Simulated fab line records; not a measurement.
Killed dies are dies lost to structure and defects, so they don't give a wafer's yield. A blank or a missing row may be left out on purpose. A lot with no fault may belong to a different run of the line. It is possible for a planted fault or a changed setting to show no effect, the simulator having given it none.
fab line records    flow gf180mcu
record: lots: 5  wafers: 15  last-day: 34
route steps=602 shown V1@354 M2@362 V2@382
lots untouched by any fault: they come from a run of this same line in which no faults occurred
start-h: start of the lot's first displayed wafer, in hours after the record's first day    wait-h: hours elapsed since this lot's preceding step    " the same as in the row above    L1.1+2: a single row standing in for several wafers    - no value, or no start given    * or withheld: withheld    < > ~ a bound
route shown NAME@n: NAME is a module with steps in the file, n the number in the route of the first one    usual: mean/standard deviation of fault-free wafers    same: alike in all rows    chamber/n: place in a boat    sites: each site's reading    _std_site: the standard deviation of these    _edge_site: mean of outer sites minus mean of inner sites    radius-mm: for every site, how far away it sits from the centre of the wafer    mask NAME#n: copy n    behind: the last tool/chamber to shape the wafer    hold: why the lot went on hold/how many hours it stayed there/how the hold came to an end    device: names the non-switching transistor (n, p or np)    end of line: the same wafers' tests at the end of the route    a step with no rows: only its recipe    killed: dies that structure and defects cost at the first sort, which is not the same as the wafer's yield    map: per-die view of a wafer (x killed, . not killed, _ where there is no die)
set.NAME: setting as actually run; set.NAME@STEP: the setting as run at that earlier step    model.NAME: the simulator's own value behind a step, which no gauge read
lots seen at some steps along the route; tables by step, rows by wafer
services: the hour from which a tool's chamber was out of use, counted from the record's first day as start-h (under 0 if before that day), plus the number of hours and why
== steps ==
step: GF_V1_STRIP_19
recipe: chemistry: post-etch-residue-remover  time-s: 1200  temp-c: 72.5
lot.wafer   tool          chamber  start-h  wait-h
L083.1+2+3  wet-bench-04  0        503.96   0.1
L085.1+2+6  wet-bench-01  1        517.16   0.1
L086.2+3+6  wet-bench-01  2        530.81   0.1
L087.4+5+6  wet-bench-01  1        540.01   0.0
L096.1+4+5  wet-bench-03  1        604.71   0.1
step: GF_V1_CLEAN_20
recipe: chemistry: DIW  dry: n2-spin
lot.wafer   tool          chamber  start-h  wait-h
L083.1+2+3  wet-bench-03  0        504.30   0.0
L085.1+2+6  wet-bench-03  3        517.50   0.0
L086.2+3+6  wet-bench-04  3        531.16   0.0
L087.4+5+6  wet-bench-04  1        540.35   0.0
L096.1+4+5  wet-bench-04  3        605.05   0.0
step: GF_V1_SPUTTER_21
recipe: material: Ti  target-thk-nm: 15  chamber-pressure-pa: 5  power-w: 2500  substrate-temp-c: 200  time-s: 80.02
usual: throttle-valve-pct: 29.6/0.73
lot.wafer  tool            chamber  start-h  wait-h  throttle-valve-pct
L083.1     pvd-sputter-03  -        504.39   0.0     29.2
L083.2     "               -        "        "       29.9
L083.3     "               -        "        "       30.0
L085.1     pvd-sputter-02  -        517.59   0.0     28.7
L085.2     "               -        "        "       29.6
L085.6     "               -        "        "       29.4
L086.2     pvd-sputter-01  -        531.25   0.0     31.1
L086.3     "               -        "        "       30.7
L086.6     "               -        "        "       30.5
L087.4     pvd-sputter-03  -        540.44   0.0     28.8
L087.5     "               -        "        "       29.2
L087.6     "               -        "        "       28.6
L096.1     pvd-sputter-03  -        605.15   0.0     29.0
L096.4     "               -        "        "       30.0
L096.5     "               -        "        "       29.9
step: GF_V1_SPUTTER_22
recipe: material: TiN  target-thk-nm: 10  chamber-pressure-pa: 5  power-w: 4000  time-s: 40
usual: throttle-valve-pct: 29.6/0.72
lot.wafer  tool            chamber  start-h  wait-h  throttle-valve-pct
L083.1     pvd-sputter-03  -        504.45   0.0     28.7
L083.2     "               -        "        "       30.0
L083.3     "               -        "        "       30.3
L085.1     pvd-sputter-02  -        517.66   0.0     28.7
L085.2     "               -        "        "       29.4
L085.6     "               -        "        "       29.6
L086.2     pvd-sputter-01  -        531.31   0.0     31.3
L086.3     "               -        "        "       30.8
L086.6     "               -        "        "       30.6
L087.4     pvd-sputter-03  -        540.51   0.0     28.9
L087.5     "               -        "        "       29.2
L087.6     "               -        "        "       28.9
L096.1     pvd-sputter-03  -        605.21   0.0     29.0
L096.4     "               -        "        "       30.1
L096.5     "               -        "        "       30.0
step: GF_V1_CVD_23
recipe: material: W  target-thk-nm: 350  time-s: 105.05  temp-c: 400  pressure-torr: 40
usual: heater-power-w: 861/76  susceptor-temp-C: 400.05/0.25
lot.wafer  tool      chamber  start-h  wait-h  heater-power-w  susceptor-temp-C
L083.1     cvd-w-01  0        504.49   0.0     824             400.23
L083.2     "         1        "        "       885             400.23
L083.3     "         0        "        "       821             400.25
L085.1     cvd-w-01  1        517.69   0.0     884             399.87
L085.2     "         0        "        "       815             400.02
L085.6     "         0        "        "       808             399.63
L086.2     cvd-w-01  0        531.35   0.0     806             400.14
L086.3     "         1        "        "       878             399.85
L086.6     "         1        "        "       877             400.05
L087.4     cvd-w-01  0        540.58   0.1     807             400.28
L087.5     "         1        "        "       884             400.11
L087.6     "         0        "        "       829             400.21
L096.1     cvd-w-02  1        605.25   0.0     1046            400.31
L096.4     "         0        "        "       814             400.01
L096.5     "         1        "        "       1061            400.02
step: GF_V1_RS_MEAS_24
recipe: thk-meas-gauge: four-point-probe  reads: W_of_V1_CVD_23+TiN_of_V1_SPUTTER_22+Ti_of_V1_SPUTTER_21
usual: V1_W_RS: 0.329/0.0049
lot.wafer  tool           chamber  start-h  wait-h  V1_W_RS[ohm/sq]
L083.1     film-metro-02  -        504.60   0.1     0.336
L083.2     "              -        "        "       0.329
L083.3     "              -        "        "       0.332
L085.1     film-metro-02  -        517.81   0.1     0.321
L085.2     "              -        "        "       0.332
L085.6     "              -        "        "       0.331
L086.2     film-metro-02  -        531.48   0.1     0.335
L086.3     "              -        "        "       0.324
L086.6     "              -        "        "       0.321
L087.4     film-metro-02  -        540.72   0.1     0.332
L087.5     "              -        "        "       0.325
L087.6     "              -        "        "       0.332
L096.1     film-metro-04  -        605.36   0.1     0.329
L096.4     "              -        "        "       0.321
L096.5     "              -        "        "       0.329
step: GF_V1_THK_MEAS_25
recipe: thk-meas-gauge: xrf  reads: W_of_V1_CVD_23
usual: V1_W_THK: 341/5.7
lot.wafer  tool           chamber  start-h  wait-h  V1_W_THK[nm]
L083.1     film-metro-02  -        504.72   0.1     336
L083.2     "              -        "        "       342
L083.3     "              -        "        "       339
L085.1     film-metro-02  -        517.93   0.1     351
L085.2     "              -        "        "       340
L085.6     "              -        "        "       341
L086.2     film-metro-02  -        531.59   0.1     336
L086.3     "              -        "        "       343
L086.6     "              -        "        "       346
L087.4     film-metro-02  -        540.81   0.1     337
L087.5     "              -        "        "       343
L087.6     "              -        "        "       336
L096.1     film-metro-04  -        605.48   0.1     339
L096.4     "              -        "        "       347
L096.5     "              -        "        "       338
step: GF_V1_CMP_26
recipe: stop-on: SiO2  down-force-psi: 3.5  platen-rpm: 60  t-overpolish-s: 15  target-thk-nm: 0  pad-velocity-m-s: 0.94248
usual: motor-current-A: 11.1/1.3  overpolish-run-s: 15.000/0.0094  time-to-endpoint-s: 88/3.8
lot.wafer  tool    chamber  start-h  wait-h  motor-current-A  overpolish-run-s  time-to-endpoint-s
L083.3     cmp-01  2        504.78   0.0     11.3             15.001            83
L083.2     "       3        "        "       10.3             15.011            86
L083.1     "       1        "        "       10.5             14.996            90
L085.1     cmp-02  1        518.09   0.1     9.0              14.997            94
L085.2     "       2        "        "       10.9             14.996            82
L085.6     "       0        "        "       12.9             14.992            87
L086.3     cmp-01  3        531.69   0.1     10.2             15.003            88
L086.2     "       0        "        "       12.7             15.006            83
L086.6     "       2        "        "       10.8             14.991            88
L087.4     cmp-01  3        541.12   0.3     10.2             14.986            84
L087.6     "       2        "        "       10.8             15.001            86
L087.5     "       3        "        "       9.8              15.012            85
L096.1     cmp-02  2        605.54   0.1     10.6             14.992            87
L096.4     "       1        "        "       9.5              14.982            91
L096.5     "       2        "        "       11.0             15.016            85
step: GF_M2_SPUTTER_00
recipe: material: Ti  target-thk-nm: 37.5  arriving-ion-energy-ev: 80  substrate-temp-c: 200  chamber-pressure-pa: 2  power-w: 4000  time-s: 150
usual: throttle-valve-pct: 29.8/1.1
lot.wafer  tool            chamber  start-h  wait-h  throttle-valve-pct
L083.1     pvd-sputter-04  -        505.08   0.1     30.3
L083.2     "               -        "        "       28.4
L083.3     "               -        "        "       31.6
L085.1     pvd-sputter-03  -        518.29   0.1     30.0
L085.2     "               -        "        "       29.2
L085.6     "               -        "        "       29.9
L086.2     pvd-sputter-02  -        531.94   0.1     29.6
L086.3     "               -        "        "       28.7
L086.6     "               -        "        "       29.3
L087.4     pvd-sputter-04  -        541.37   0.2     31.7
L087.5     "               -        "        "       29.5
L087.6     "               -        "        "       30.4
L096.1     pvd-sputter-02  -        605.84   0.2     28.8
L096.4     "               -        "        "       29.6
L096.5     "               -        "        "       28.7
step: GF_M2_SPUTTER_01
recipe: material: TiN  target-thk-nm: 30  power-w: 6500  time-s: 25  chamber-pressure-pa: 0.4
usual: throttle-valve-pct: 29.8/1.1
lot.wafer  tool            chamber  start-h  wait-h  throttle-valve-pct
L083.1     pvd-sputter-04  -        505.18   0.1     30.3
L083.2     "               -        "        "       28.2
L083.3     "               -        "        "       31.7
L085.1     pvd-sputter-03  -        518.39   0.1     30.2
L085.2     "               -        "        "       29.3
L085.6     "               -        "        "       30.0
L086.2     pvd-sputter-02  -        532.04   0.1     29.4
L086.3     "               -        "        "       28.8
L086.6     "               -        "        "       29.6
L087.4     pvd-sputter-04  -        541.47   0.1     31.7
L087.5     "               -        "        "       29.5
L087.6     "               -        "        "       30.5
L096.1     pvd-sputter-02  -        605.95   0.1     28.5
L096.4     "               -        "        "       29.5
L096.5     "               -        "        "       28.6
step: GF_M2_SPUTTER_02
recipe: material: AlCu  target-thk-nm: 450  power-w: 10600  time-s: 23.9  chamber-pressure-pa: 0.4
usual: throttle-valve-pct: 29.8/1.1
lot.wafer  tool            chamber  start-h  wait-h  throttle-valve-pct
L083.1     pvd-sputter-04  -        505.21   0.0     30.4
L083.2     "               -        "        "       28.7
L083.3     "               -        "        "       31.5
L085.1     pvd-sputter-03  -        518.42   0.0     30.0
L085.2     "               -        "        "       29.3
L085.6     "               -        "        "       29.9
L086.2     pvd-sputter-02  -        532.07   0.0     29.5
L086.3     "               -        "        "       28.8
L086.6     "               -        "        "       29.3
L087.4     pvd-sputter-04  -        541.50   0.0     31.6
L087.5     "               -        "        "       29.6
L087.6     "               -        "        "       30.3
L096.1     pvd-sputter-02  -        605.99   0.0     28.3
L096.4     "               -        "        "       29.3
L096.5     "               -        "        "       28.4
step: GF_M2_SPUTTER_03
recipe: material: Ti  target-thk-nm: 10  substrate-temp-c: 300  chamber-pressure-pa: 0.3  power-w: 3000  time-s: 6.7
usual: throttle-valve-pct: 29.8/1.1
lot.wafer  tool            chamber  start-h  wait-h  throttle-valve-pct
L083.1     pvd-sputter-04  -        505.24   0.0     30.5
L083.2     "               -        "        "       28.5
L083.3     "               -        "        "       31.9
L085.1     pvd-sputter-03  -        518.45   0.0     30.3
L085.2     "               -        "        "       29.3
L085.6     "               -        "        "       30.0
L086.2     pvd-sputter-02  -        532.10   0.0     29.3
L086.3     "               -        "        "       28.6
L086.6     "               -        "        "       29.9
L087.4     pvd-sputter-04  -        541.53   0.0     31.7
L087.5     "               -        "        "       29.6
L087.6     "               -        "        "       30.5
L096.1     pvd-sputter-02  -        606.02   0.0     28.5
L096.4     "               -        "        "       29.7
L096.5     "               -        "        "       28.7
step: GF_M2_SPUTTER_04
recipe: material: TiN  target-thk-nm: 50  power-w: 6500  time-s: 41.7  chamber-pressure-pa: 0.4
usual: throttle-valve-pct: 29.8/1.1
lot.wafer  tool            chamber  start-h  wait-h  throttle-valve-pct
L083.1     pvd-sputter-04  -        505.26   0.0     30.2
L083.2     "               -        "        "       28.4
L083.3     "               -        "        "       31.7
L085.1     pvd-sputter-03  -        518.47   0.0     30.0
L085.2     "               -        "        "       29.4
L085.6     "               -        "        "       30.0
L086.2     pvd-sputter-02  -        532.12   0.0     29.5
L086.3     "               -        "        "       28.7
L086.6     "               -        "        "       29.7
L087.4     pvd-sputter-04  -        541.55   0.0     32.1
L087.5     "               -        "        "       29.4
L087.6     "               -        "        "       30.4
L096.1     pvd-sputter-02  -        606.04   0.0     28.7
L096.4     "               -        "        "       29.5
L096.5     "               -        "        "       28.4
step: GF_M2_RS_MEAS_05
recipe: thk-meas-gauge: four-point-probe  reads: TiN_of_M2_SPUTTER_04+Ti_of_M2_SPUTTER_03+AlCu_of_M2_SPUTTER_02+TiN_of_M2_SPUTTER_01+Ti_of_M2_SPUTTER_00
usual: M2_ALCU_RS: 0.0695/0.00067
lot.wafer  tool           chamber  start-h  wait-h  M2_ALCU_RS[ohm/sq]
L083.1     film-metro-03  -        505.30   0.0     0.0696
L083.2     "              -        "        "       0.0694
L083.3     "              -        "        "       0.0714
L085.1     film-metro-03  -        518.51   0.0     0.0699
L085.2     "              -        "        "       0.0688
L085.6     "              -        "        "       0.0697
L086.2     film-metro-03  -        532.18   0.0     0.0682
L086.3     "              -        "        "       0.0684
L086.6     "              -        "        "       0.0672
L087.4     film-metro-01  -        541.65   0.1     0.0710
L087.5     "              -        "        "       0.0695
L087.6     "              -        "        "       0.0695
L096.1     film-metro-01  -        606.09   0.0     0.0690
L096.4     "              -        "        "       0.0692
L096.5     "              -        "        "       0.0696
step: GF_M2_THK_MEAS_06
recipe: thk-meas-gauge: xrf  reads: AlCu_of_M2_SPUTTER_02
usual: M2_ALCU_THK: 453/5.1
lot.wafer  tool           chamber  start-h  wait-h  M2_ALCU_THK[nm]
L083.1     film-metro-03  -        505.42   0.1     453
L083.2     "              -        "        "       455
L083.3     "              -        "        "       442
L085.1     film-metro-03  -        518.63   0.1     449
L085.2     "              -        "        "       457
L085.6     "              -        "        "       454
L086.2     film-metro-03  -        532.29   0.1     464
L086.3     "              -        "        "       461
L086.6     "              -        "        "       471
L087.4     film-metro-01  -        541.74   0.1     445
L087.5     "              -        "        "       453
L087.6     "              -        "        "       451
L096.1     film-metro-01  -        606.21   0.1     455
L096.4     "              -        "        "       455
L096.5     "              -        "        "       454
step: GF_M2_DEHYDRATE_07
recipe: temp-c: 200  time-s: 60
lot.wafer   tool            chamber  start-h  wait-h
L083.1+2+3  litho-track-03  0        516.51   11.1
L085.1+2+6  litho-track-04  0        529.63   11.0
L086.2+3+6  litho-track-04  0        542.80   10.5
L087.4+5+6  litho-track-04  0        552.20   10.4
L096.1+4+5  litho-track-04  0        615.68   9.5
step: GF_M2_HMDS_08
recipe: prime-time-s: 60  prime-temp-c: 120
lot.wafer   tool            chamber  start-h  wait-h
L083.1+2+3  litho-track-03  0        516.66   0.1
L085.1+2+6  litho-track-04  0        529.78   0.1
L086.2+3+6  litho-track-04  0        542.95   0.1
L087.4+5+6  litho-track-04  0        552.35   0.1
L096.1+4+5  litho-track-04  0        615.83   0.1
step: GF_M2_COAT_09
recipe: resist: KrF  spin-rpm: withheld  resist-thk-nm: 1000
lot.wafer   tool            chamber  start-h  wait-h
L083.1+2+3  litho-track-03  0        516.81   0.1
L085.1+2+6  litho-track-04  0        529.93   0.1
L086.2+3+6  litho-track-04  0        543.10   0.1
L087.4+5+6  litho-track-04  0        552.50   0.1
L096.1+4+5  litho-track-04  0        615.98   0.1
step: GF_M2_SOFTBAKE_10
recipe: temp-c: 130  time-s: 60  resist: KrF
lot.wafer   tool            chamber  start-h  wait-h
L083.1+2+3  litho-track-03  0        516.96   0.1
L085.1+2+6  litho-track-04  0        530.08   0.1
L086.2+3+6  litho-track-04  0        543.25   0.1
L087.4+5+6  litho-track-04  0        552.65   0.1
L096.1+4+5  litho-track-04  0        616.13   0.1
step: GF_M2_EXPOSE_11
recipe: mask-id: Metal2  target-cd-nm: 280  na: 0.68  source-shape: conventional  sigma-outer: 0.6  dose-mj: 28
usual: exposure-dose-mJ-cm2: 27.997/0.027  focus-offset-nm: 0.0/0.53
lot.wafer  tool            chamber  start-h  wait-h  mask      exposure-dose-mJ-cm2  focus-offset-nm
L083.1     krf-scanner-02  0        -        -       Metal2#0  27.993                0.1
L083.2     "               0        "        "       Metal2#0  27.960                0.6
L083.3     "               0        "        "       Metal2#0  27.997                0.6
L085.1     krf-scanner-02  0        -        -       Metal2#0  27.992                0.1
L085.2     "               0        "        "       Metal2#0  27.997                0.6
L085.6     "               0        "        "       Metal2#0  27.968                0.7
L086.2     krf-scanner-01  0        -        -       Metal2#0  27.990                0.5
L086.3     "               0        "        "       Metal2#0  27.999                0.3
L086.6     "               0        "        "       Metal2#0  28.028                -0.3
L087.4     krf-scanner-01  0        -        -       Metal2#0  27.993                -0.6
L087.5     "               0        "        "       Metal2#0  28.006                0.1
L087.6     "               0        "        "       Metal2#0  28.046                -1.4
L096.1     krf-scanner-02  0        -        -       Metal2#0  27.997                0.2
L096.4     "               0        "        "       Metal2#0  28.021                0.6
L096.5     "               0        "        "       Metal2#0  28.008                0.2
step: GF_M2_PEB_12
recipe: peb-temp-c: 135  peb-time-s: 90  resist: KrF
lot.wafer   tool            chamber  start-h  wait-h
L083.1+2+3  litho-track-03  0        -        -
L085.1+2+6  litho-track-03  0        -        -
L086.2+3+6  litho-track-02  0        -        -
L087.4+5+6  litho-track-02  0        -        -
L096.1+4+5  litho-track-02  0        -        -
step: GF_M2_DEVELOP_13
recipe: develop-time-s: 60  dev-temp-c: 21
lot.wafer   tool            chamber  start-h  wait-h
L083.1+2+3  litho-track-03  0        529.06   0.2
L085.1+2+6  litho-track-03  0        541.26   0.2
L086.2+3+6  litho-track-02  0        554.50   0.2
L087.4+5+6  litho-track-02  0        563.55   0.1
L096.1+4+5  litho-track-02  0        626.62   0.2
step: GF_M2_CD_MEAS_14
recipe: target-cd-nm: 280
usual: cd-nm: 280.4/1.1
lot.wafer  tool       chamber  start-h  wait-h  cd-nm
L083.1     cd-sem-02  -        529.21   0.1     279.7
L083.2     "          -        "        "       279.8
L083.3     "          -        "        "       279.3
L085.1     cd-sem-02  -        541.41   0.1     281.2
L085.2     "          -        "        "       280.7
L085.6     "          -        "        "       280.4
L086.2     cd-sem-02  -        554.64   0.1     279.7
L086.3     "          -        "        "       280.3
L086.6     "          -        "        "       280.4
L087.4     cd-sem-02  -        563.68   0.1     279.9
L087.5     "          -        "        "       281.3
L087.6     "          -        "        "       281.1
L096.1     cd-sem-02  -        626.77   0.1     280.0
L096.4     "          -        "        "       279.0
L096.5     "          -        "        "       280.1
step: GF_M2_OVL_MEAS_15
usual: M2_OVL: -5/5
lot.wafer  tool        chamber  start-h  wait-h  M2_OVL[nm]
L083.1     overlay-02  -        529.33   0.1     -6
L083.2     "           -        "        "       -4
L083.3     "           -        "        "       0
L085.1     overlay-02  -        541.53   0.1     -3
L085.2     "           -        "        "       -10
L085.6     "           -        "        "       -10
L086.2     overlay-01  -        554.75   0.1     1
L086.3     "           -        "        "       0
L086.6     "           -        "        "       -2
L087.4     overlay-02  -        563.76   0.1     0
L087.5     "           -        "        "       -1
L087.6     "           -        "        "       0
L096.1     overlay-01  -        626.89   0.1     1
L096.4     "           -        "        "       -10
L096.5     "           -        "        "       -7
step: GF_M2_METAL_ETCH_16
recipe: chemistry: Cl2/BCl3  mask-material: KrF  target-depth-nm: 750.8  stop-on: SiO2  pressure-mtorr: 8  icp-w: 800  bias-w: 140  Cl2_flow_sccm: 80  bcl3-flow-sccm: 40  time-s: 125.1
usual: drypump-motor-current-A: 5.5/0.53  oes-product-au: 0.987/0.0098  throttle-valve-pct: 28.234/0.013
lot.wafer  tool          chamber  start-h  wait-h  drypump-motor-current-A  oes-product-au  rf-hours-counter-h  throttle-valve-pct
L083.1     rie-metal-04  1        529.37   0.0     5.2                      0.983           1                   28.243
L083.2     "             0        "        "       5.1                      0.994           6                   28.244
L083.3     "             1        "        "       5.2                      0.981           -                   28.246
L085.1     rie-metal-04  0        541.57   0.0     5.1                      0.985           6                   28.224
L085.2     "             1        "        "       5.2                      0.970           1                   28.260
L085.6     "             0        "        "       5.1                      0.986           -                   28.222
L086.2     rie-metal-02  1        554.78   0.0     4.9                      0.993           3                   28.229
L086.3     "             1        "        "       4.9                      0.988           -                   28.230
L086.6     "             1        "        "       4.9                      0.993           -                   28.246
L087.4     rie-metal-02  1        563.82   0.1     4.9                      0.994           -                   28.215
L087.5     "             1        "        "       4.9                      0.992           -                   28.225
L087.6     "             0        "        "       6.1                      0.997           -                   28.207
L096.1     rie-metal-04  1        626.93   0.0     5.2                      0.959           4                   28.262
L096.4     "             1        "        "       5.2                      0.967           -                   28.249
L096.5     "             1        "        "       5.2                      0.969           -                   28.271
step: GF_M2_STRIP_17
recipe: chemistry: O2/N2  power-w: 1400  pressure-mtorr: 1500  platen-temp-c: 250  o2-flow-sccm: 3000  n2-flow-sccm: 300  overash-fraction: 0.5
usual: drypump-motor-current-A: 5.8/0.37  heater-power-w: 343/44  oes-product-au: 0.538/0.0054  strip-time-to-endpoint-s: 7.40/0.075
same: overash-fraction: 0.5
lot.wafer  tool             chamber  start-h  wait-h  drypump-motor-current-A  heater-power-w  oes-product-au  rf-hours-counter-h  strip-time-to-endpoint-s
L083.1     plasma-asher-02  1        529.50   0.1     5.6                      309             0.534           91                  7.51
L083.2     "                0        "        "       5.5                      273             0.536           91                  7.41
L083.3     "                0        "        "       5.5                      274             0.540           -                   7.53
L085.1     plasma-asher-01  0        541.70   0.1     5.5                      361             0.542           11                  7.46
L085.2     "                1        "        "       6.0                      393             0.542           11                  7.53
L085.6     "                0        "        "       5.5                      388             0.543           -                   7.43
L086.2     plasma-asher-03  0        554.91   0.1     6.4                      386             0.527           77                  7.37
L086.3     "                0        "        "       6.5                      379             0.539           -                   7.38
L086.6     "                0        "        "       6.4                      396             0.534           -                   7.39
L087.4     plasma-asher-01  0        563.94   0.1     5.5                      369             0.535           -                   7.33
L087.5     "                1        "        "       5.9                      393             0.537           -                   7.36
L087.6     "                0        "        "       5.5                      378             0.531           -                   7.30
L096.1     plasma-asher-01  0        627.06   0.1     5.5                      374             0.535           20                  7.53
L096.4     "                0        "        "       5.4                      381             0.535           -                   7.51
L096.5     "                0        "        "       5.5                      382             0.550           -                   7.49
step: GF_M2_STRIP_18
recipe: chemistry: post-etch-residue-remover  time-s: 1200  temp-c: 72.5
lot.wafer   tool          chamber  start-h  wait-h
L083.1+2+3  wet-bench-01  2        529.60   0.1
L085.1+2+6  wet-bench-03  2        541.80   0.1
L086.2+3+6  wet-bench-02  1        555.01   0.1
L087.4+5+6  wet-bench-01  0        564.01   0.0
L096.1+4+5  wet-bench-02  3        627.16   0.1
step: GF_M2_CLEAN_19
recipe: chemistry: DIW  dry: n2-spin
lot.wafer   tool          chamber  start-h  wait-h
L083.1+2+3  wet-bench-02  2        529.94   0.0
L085.1+2+6  wet-bench-02  1        542.21   0.0
L086.2+3+6  wet-bench-01  1        555.38   0.0
L087.4+5+6  wet-bench-03  3        564.35   0.0
L096.1+4+5  wet-bench-02  2        627.50   0.0
step: GF_V2_CVD_00
recipe: material: SiO2  target-thk-nm: 600  sigma-open-frac: 0.3  temp-c: 400  time-s: 100  sih4-flow-sccm: 60  pressure-mtorr: 6
usual: susceptor-temp-C: 399.99/0.19
lot.wafer  tool       chamber  start-h  wait-h  susceptor-temp-C
L083.1     hdpcvd-02  1        530.03   0.0     399.87
L083.2     "          0        "        "       399.93
L083.3     "          2        "        "       399.82
L085.1     hdpcvd-01  1        542.30   0.0     400.14
L085.2     "          2        "        "       399.69
L085.6     "          0        "        "       400.02
L086.2     hdpcvd-01  2        555.48   0.0     400.03
L086.3     "          1        "        "       400.20
L086.6     "          2        "        "       400.01
L087.4     hdpcvd-02  1        564.48   0.0     400.51
L087.5     "          0        "        "       399.84
L087.6     "          2        "        "       400.21
L096.1     hdpcvd-01  2        627.59   0.0     400.00
L096.4     "          1        "        "       399.72
L096.5     "          0        "        "       399.88
step: GF_V2_THK_MEAS_01
recipe: reads: SiO2_of_V2_CVD_00
usual: V2_CVD_00_THK: 599/5.9
lot.wafer  tool           chamber  start-h  wait-h  V2_CVD_00_THK[nm]
L083.1     film-metro-01  -        530.11   0.0     602
L083.2     "              -        "        "       599
L083.3     "              -        "        "       596
L085.1     film-metro-01  -        542.37   0.0     609
L085.2     "              -        "        "       591
L085.6     "              -        "        "       594
L086.2     film-metro-03  -        555.56   0.0     596
L086.3     "              -        "        "       610
L086.6     "              -        "        "       595
L087.4     film-metro-04  -        564.55   0.0     605
L087.5     "              -        "        "       597
L087.6     "              -        "        "       598
L096.1     film-metro-04  -        627.66   0.0     600
L096.4     "              -        "        "       604
L096.5     "              -        "        "       595
step: GF_V2_CVD_02
recipe: material: SiO2  target-thk-nm: 850  precursor: TEOS  temp-c: 400  time-s: 94.851  rf-w: 600
usual: heater-power-w: 673/94  susceptor-temp-C: 400.07/0.21
lot.wafer  tool      chamber  start-h  wait-h  heater-power-w  susceptor-temp-C
L083.1     pecvd-04  2        530.17   0.1     666             400.36
L083.2     "         1        "        "       581             399.95
L083.3     "         0        "        "       765             399.80
L085.1     pecvd-04  0        542.43   0.1     760             400.11
L085.2     "         1        "        "       565             399.94
L085.6     "         1        "        "       598             400.21
L086.2     pecvd-01  1        555.61   0.0     593             399.71
L086.3     "         0        "        "       590             400.47
L086.6     "         2        "        "       713             399.92
L087.4     pecvd-03  2        564.62   0.1     791             400.28
L087.5     "         1        "        "       721             400.16
L087.6     "         2        "        "       633             400.07
L096.1     pecvd-03  0        627.72   0.1     794             400.11
L096.4     "         2        "        "       750             400.17
L096.5     "         0        "        "       827             400.36
== services ==
tool            chamber  start-h  hours  kind
krf-scanner-02  -        486.42   1.0    pm
cmp-02          -        489.92   1.5    repair
wet-bench-04    -        492.69   1.7    repair
krf-scanner-01  -        500.68   0.7    repair
pvd-sputter-02  -        501.20   6.2    repair
pvd-sputter-01  -        515.94   5.4    repair
hdpcvd-02       2        518.98   5.4    repair
pvd-sputter-02  -        523.85   1.9    repair
pvd-sputter-04  -        531.03   1.6    repair
krf-scanner-02  -        532.02   0.8    pm
krf-scanner-02  -        533.17   1.8    repair
hdpcvd-02       -        539.25   15.0   pm
krf-scanner-01  -        541.96   1.3    pm
pvd-sputter-03  -        547.42   4.6    repair
pvd-sputter-04  -        564.83   1.8    repair
cmp-01          -        573.51   1.0    repair
rie-metal-04    -        574.45   0.1    repair
krf-scanner-02  -        579.43   1.3    pm
wet-bench-03    -        585.25   1.5    repair
pvd-sputter-04  -        590.46   1.1    repair
hdpcvd-01       -        596.99   2.8    pm
cmp-01          -        600.54   3.5    repair
cvd-w-01        -        618.64   2.8    pm
cvd-w-01        -        625.30   0.6    repair
== key ==
fault none
